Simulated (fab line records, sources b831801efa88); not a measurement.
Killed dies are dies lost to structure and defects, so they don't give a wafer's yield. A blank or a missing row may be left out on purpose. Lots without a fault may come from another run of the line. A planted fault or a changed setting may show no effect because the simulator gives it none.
A struck lot beside a sound one | flow gf180mcu | 21 steps out of a route of 602
Sound: wafers L561.2, L561.4, L561.6. Struck: wafers L564.3, L564.4, L564.6. The cause comes at the end.
At each step with rows: each side's tool, then ch and its chambers, then its first start. Under that, the readings that differ: sound wafers | struck wafers | difference of the means | sigmas: that difference in standard deviations of wafers without a fault.
alike: readings whose means differ by less than 2 such deviations, and words and numbers that are the same on both sides. not compared: withheld readings, readings that some wafer has no value for, bounds like >300 that may hide the same value, and numbers for which the record gives no deviation and whose values overlap.
The two part at a step that has a row with sigmas, a row that says differs or no value, or rows on one side only. Numbers that don't overlap but have no deviation are shown without sigmas and don't part them. A reading that every wafer of one side lacks parts them only if that side has two wafers or more.

GF_TOP_METAL_CD_MEAS_14: target cd 440 nm.
  sound on cd_sem-02, day 31 05:06; struck on cd_sem-02, day 31 23:44
  alike: cd_nm
GF_TOP_METAL_OVL_MEAS_15:
  sound on overlay-02, day 31 05:13; struck on overlay-02, day 31 23:50
  alike: TOP_METAL_OVL
GF_TOP_METAL_METAL_ETCH_16: etches the open film in Cl2/BCl3, stops on SiO2, target depth 1197 nm, time 199.5 s.
  sound on rie_metal-01 ch 0,1, day 31 05:14; struck on rie_metal-02 ch 0,1, day 31 23:55
  alike: drypump_motor_current_A, oes_product_au, throttle_valve_pct
  not compared: rf_hours_counter_h
GF_TOP_METAL_STRIP_17: strips in O2/N2.
  sound on plasma_asher-02 ch 0,1, day 31 05:26; struck on plasma_asher-02 ch 0,1, day 32 00:05
  alike: drypump_motor_current_A, heater_power_w, oes_product_au, strip_time_to_endpoint_s
  not compared: rf_hours_counter_h
then, 2 steps without rows for these wafers: GF_TOP_METAL_STRIP_18 (strips in post etch residue remover, time 1200 s); GF_TOP_METAL_CLEAN_19 (cleans in DIW).
GF_PASSIVATION_CVD_00: deposits SiO2 from TEOS, target thk 1000 nm, time 111.95 s.
  sound on pecvd-01 ch 0,1,2, day 31 05:59; struck on pecvd-01 ch 1,2, day 32 00:37
  alike: heater_power_w, susceptor_temp_C
GF_PASSIVATION_THK_MEAS_01:
  sound on film_metro-02, day 31 06:04; struck on film_metro-04, day 32 00:43
  alike: PASSIVATION_CVD_00_THK
GF_PASSIVATION_CVD_02: deposits Si3N4, target thk 700 nm, time 486.18 s.
  sound on pecvd-03 ch 0,1,2, day 31 06:07; struck on pecvd-03 ch 0,2, day 32 00:45
  alike: heater_power_w, susceptor_temp_C
GF_PASSIVATION_THK_MEAS_03:
  sound on film_metro-04, day 31 06:26; struck on film_metro-01, day 32 01:04
  alike: PASSIVATION_CVD_02_THK
then, 2 steps without rows for these wafers: GF_PASSIVATION_DEHYDRATE_04 (time 60 s); GF_PASSIVATION_HMDS_05 (prime time 60 s).
GF_PASSIVATION_COAT_06: resist thk 4000 nm.
  sound on litho_track-02 ch 0, day 31 14:25; struck on litho_track-02 ch 0, day 32 08:05
  reading                                       | sound          | struck         | difference | sigmas
  model.coat_of_PASSIVATION_COAT_06.thk_nm (nm) | 4004 4012 4004 | 3785 3778 3782 | -225       |
  alike: spin_speed_rpm
then, 4 steps without rows for these wafers: GF_PASSIVATION_SOFTBAKE_07; GF_PASSIVATION_EXPOSE_08 (exposes mask Pad, target cd 40000 nm); GF_PASSIVATION_PEB_09; GF_PASSIVATION_DEVELOP_10 (develop time 60 s).
GF_PASSIVATION_ETCH_11: etches the open film in CF4/O2, stops on TiN, target depth 2040 nm, time 453.3 s.
  sound on rie_diel-03 ch 0,1,3, day 31 23:20; struck on rie_diel-04 ch 0,3, day 32 16:54
  reading                                       | sound          | struck         | difference | sigmas
  model.coat_of_PASSIVATION_COAT_06.thk_nm (nm) | 2636 2619 2607 | 2382 2405 2381 | -231       |
  alike: drypump_motor_current_A, oes_product_au, throttle_valve_pct
  not compared: rf_hours_counter_h
GF_PASSIVATION_STRIP_12: strips in O2/N2.
  sound on plasma_asher-04 ch 0,1, day 31 23:36; struck on plasma_asher-04 ch 0,1, day 32 17:12
  reading                      | sound             | struck            | difference | sigmas
  strip_time_to_endpoint_s (s) | 32.91 32.72 32.55 | 29.94 30.23 29.95 | -2.69      | -10
  alike: drypump_motor_current_A, heater_power_w, oes_product_au
  not compared: rf_hours_counter_h
then, 2 steps without rows for these wafers: GF_PASSIVATION_ANNEAL_13 (time 1800 s); GF_PASSIVATION_PROBE_99.

WHERE THEY PART
Only at GF_PASSIVATION_STRIP_12, within this record.

WHY: what the simulator had put in
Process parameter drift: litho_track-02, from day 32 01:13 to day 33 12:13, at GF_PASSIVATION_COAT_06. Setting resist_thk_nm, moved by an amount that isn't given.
